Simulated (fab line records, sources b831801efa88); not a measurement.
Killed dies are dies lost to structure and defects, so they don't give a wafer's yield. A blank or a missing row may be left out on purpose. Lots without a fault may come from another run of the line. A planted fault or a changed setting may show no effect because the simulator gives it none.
A struck lot beside a sound one | flow sky130 | 18 steps out of a route of 708
Sound: wafers L489.1, L489.5, L489.6. Struck: wafer L498.1. (L498.4, L498.5 of the same lot were not struck and are left out.) The cause comes at the end.
At each step with rows: each side's tool, then ch and its chambers, then its first start. Under that, the readings that differ: sound wafers | struck wafers | difference of the means | sigmas: that difference in standard deviations of wafers without a fault.
alike: readings whose means differ by less than 2 such deviations, and words and numbers that are the same on both sides. not compared: withheld readings, readings that some wafer has no value for, bounds like >300 that may hide the same value, and numbers for which the record gives no deviation and whose values overlap.
The two part at a step that has a row with sigmas, a row that says differs or no value, or rows on one side only. Numbers that don't overlap but have no deviation are shown without sigmas and don't part them. A reading that every wafer of one side lacks parts them only if that side has two wafers or more.

first, 3 steps without rows for these wafers: SKY_VIA2_EXPOSE_09 (exposes mask VIM2, target cd 200 nm); SKY_VIA2_PEB_10; SKY_VIA2_DEVELOP_11 (develop time 60 s).
SKY_VIA2_CD_MEAS_12: target cd 200 nm.
  sound on cd_sem-01, day 36 18:37; struck on cd_sem-02, day 39 13:22
  alike: cd_nm
SKY_VIA2_OVL_MEAS_13:
  sound on overlay-01, day 36 18:44; struck on overlay-01, day 39 13:29
  alike: VIA2_OVL
SKY_VIA2_ETCH_14: etches BARC in N2/H2, stops on SiO2, time 45.9 s, target depth 60 nm.
  sound on rie_diel-02 ch 0,1,2, day 36 18:46; struck on rie_diel-03 ch 2, day 39 13:31
  alike: drypump_motor_current_A, oes_product_au, throttle_valve_pct
  not compared: rf_hours_counter_h
SKY_VIA2_ETCH_15: etches SiO2 in C4F8/O2/Ar, stops on TiN, target depth 546 nm, time 84 s.
  sound on rie_diel-02 ch 0,1,2, day 36 18:49; struck on rie_diel-03 ch 2, day 39 13:34
  alike: oes_product_au
  not compared: rf_hours_counter_h
SKY_VIA2_STRIP_16: strips in O2/N2.
  sound on plasma_asher-02 ch 0,1, day 36 18:53; struck on plasma_asher-04 ch 1, day 39 13:37
  alike: drypump_motor_current_A, oes_product_au, strip_time_to_endpoint_s
  not compared: rf_hours_counter_h
then, 3 steps without rows for these wafers: SKY_VIA2_STRIP_17 (strips in post etch residue remover, time 1200 s); SKY_VIA2_CLEAN_18 (cleans in IPA, time 180 s); SKY_VIA2_CLEAN_19 (cleans in O3/DIW).
SKY_VIA2_SPUTTER_20: material TiN, target thk 20 nm, time 80 s.
  sound on pvd_sputter-01, day 36 19:28; struck on pvd_sputter-03, day 39 14:14
  reading                | sound                | struck | difference | sigmas
  cathode_dc_power_W (W) | 3999.5 3999.8 3999.7 | 4001.1 | +1.4       | +2
  alike: throttle_valve_pct
SKY_VIA2_CVD_21: deposits W, target thk 420 nm, time 126.4 s.
  sound on cvd_w-02 ch 0,1, day 36 19:32; struck on cvd_w-01 ch 0, day 39 14:18
  reading                            | sound             | struck | difference | sigmas
  model.W_of_VIA2_CVD_21.thk_nm (nm) | 419.6 417.1 418.3 | 804.9  | +386.6     |
  alike: heater_power_w
SKY_VIA2_RS_MEAS_22: measures by four-point-probe.
  sound on film_metro-03, day 36 19:40; struck on film_metro-04, day 39 14:43
  reading            | sound                | struck | difference | sigmas
  VIA2_W_RS (ohm/sq) | 0.2726 0.2743 0.2735 | 0.1420 | -0.1315    | -47
  not compared: hold
SKY_VIA2_THK_MEAS_23: measures by xrf.
  sound on film_metro-03, day 36 19:47; struck on film_metro-04, day 39 18:27
  not compared: hold, VIA2_W_THK
SKY_VIA2_CMP_24: polishes, stops on SiO2, t overpolish 20 s, target thk 0 nm.
  sound on cmp-01 ch 0,3, day 36 19:53; struck on cmp-01 ch 1, day 39 23:19
  reading                | sound       | struck                   | difference                   | sigmas
  hold                   | - - -       | await_dispo/4.8h/release | no value on the sound wafers |
  time_to_endpoint_s (s) | 107 104 106 | 195                      | +89                          | +23
  alike: head_pressure_psi, motor_current_A
SKY_METAL3_SPUTTER_00: material Ti, target thk 15 nm, time 10 s.
  sound on pvd_sputter-04, day 36 20:08; struck on pvd_sputter-01, day 39 23:37
  alike: cathode_dc_power_W, throttle_valve_pct
SKY_PAD_OPEN_PROBE_99:
  the record has rows for the sound wafers here (prober-01, day 46 05:25) and none for the struck ones

WHERE THEY PART
First at SKY_VIA2_SPUTTER_20; last, within this record, at SKY_PAD_OPEN_PROBE_99.

WHY: what the simulator had put in
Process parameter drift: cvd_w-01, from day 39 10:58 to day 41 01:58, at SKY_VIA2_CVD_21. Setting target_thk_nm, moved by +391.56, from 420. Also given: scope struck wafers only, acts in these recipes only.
